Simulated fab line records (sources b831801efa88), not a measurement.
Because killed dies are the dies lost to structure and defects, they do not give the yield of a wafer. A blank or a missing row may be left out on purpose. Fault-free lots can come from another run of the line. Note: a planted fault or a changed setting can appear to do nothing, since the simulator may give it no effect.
2 desks looking at one fault -- flow gf180mcu -- every desk sees just its own numbers, and what lay behind them comes last

## AT THE TOOL OWNER'S DESK: rtp_anneal-02
Per lot that ran on this tool, the mean of the sampled wafers carrying a number, from the tool's own readings at GF_PSD_RTA_13 (time 20 s). Marked OUT: a lot whose mean sits more than 4 standard deviations from the usual mean, which makes it out of limits; the brackets give that distance.
Columns: A = lamp_power_pct at GF_PSD_RTA_13, usual 36.1 %; B = run_length_s at GF_PSD_RTA_13, usual 48.9 s; C = wafer_temp_C_max at GF_PSD_RTA_13, usual 1031.8
lot,first seen here,A,B,C
L444,day 14 16:41,37.1,48.4,1034.3
L447,day 15 16:52,37.1,48.5,1033.9
L451,day 17 07:50,37.1,48.5,1036.6
L453,day 17 18:59,37.1,48.4,1034.3
L462,day 21 08:34,37.1,58.2 (+13) OUT,1035.4
L464,day 21 12:58,37.2,58.4 (+14) OUT,1033.1
L463,day 21 16:55,37.1,58.4 (+14) OUT,1033.2
This desk finds L462, L463, L464 out of limits, L462 being first, at day 21 08:34 (run_length_s at GF_PSD_RTA_13). L444, L447, L451, L453 stayed within limits.

## METROLOGY DESK
What the gauges read, lot by lot, whatever tool the lot ran on: means of the sampled wafers that have a number. Marked OUT: a lot whose mean sits more than 4 standard deviations from the usual mean, which makes it out of limits; the brackets give that distance.
Columns: A = NSD_RS at GF_PSD_RS_MEAS_14, usual 46.09 ohm/sq; B = PSD_RS at GF_PSD_RS_MEAS_15, usual 108.54 ohm/sq; C = cd_nm at GF_SAB_CD_MEAS_09, usual 420.0 nm
lot,first seen here,A,B,C
L444,day 14 16:47,46.18,108.71,421.5
L445,day 15 05:05,46.13,108.46,421.3
L447,day 15 16:58,46.10,108.74,419.8
L448,day 15 23:24,46.00,108.51,421.0
L449,day 16 09:55,46.00,108.25,419.6
L451,day 17 07:55,46.14,108.55,422.5
L452,day 17 15:21,46.09,108.71,416.6
L453,day 17 19:04,46.23,108.71,419.4
L455,day 18 16:06,46.05,108.54,424.5
L462,day 21 08:40,43.99 (-25) OUT,103.93 (-15) OUT,416.5
L464,day 21 13:03,43.94 (-26) OUT,103.88 (-16) OUT,421.7
L463,day 21 17:00,43.99 (-25) OUT,103.86 (-16) OUT,419.2
Per this desk, out of limits: L462, L463, L464; the first was L462, day 21 08:40 (NSD_RS at GF_PSD_RS_MEAS_14). L444, L445, L447, L448, L449, L451, L452, L453, L455 stayed within limits.

## BROUGHT TOGETHER
An alarm could have come from the tool owner's desk at day 21 08:34, on L462, L463, L464.
At day 21 08:40 the metrology desk could have sounded an alarm, on L462, L463, L464.
Of the lots named, all ran GF_PSD_RTA_13 on rtp_anneal-02.

## WHAT THE SIMULATOR HAD INSERTED
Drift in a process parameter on rtp_anneal-02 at GF_PSD_RTA_13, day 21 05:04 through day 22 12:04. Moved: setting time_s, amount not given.
Lots struck among those shown: L462, L463, L464.
Hours from the fault's start to each desk's first reading out of limits: the tool owner's desk, 4; the metrology desk, 4.
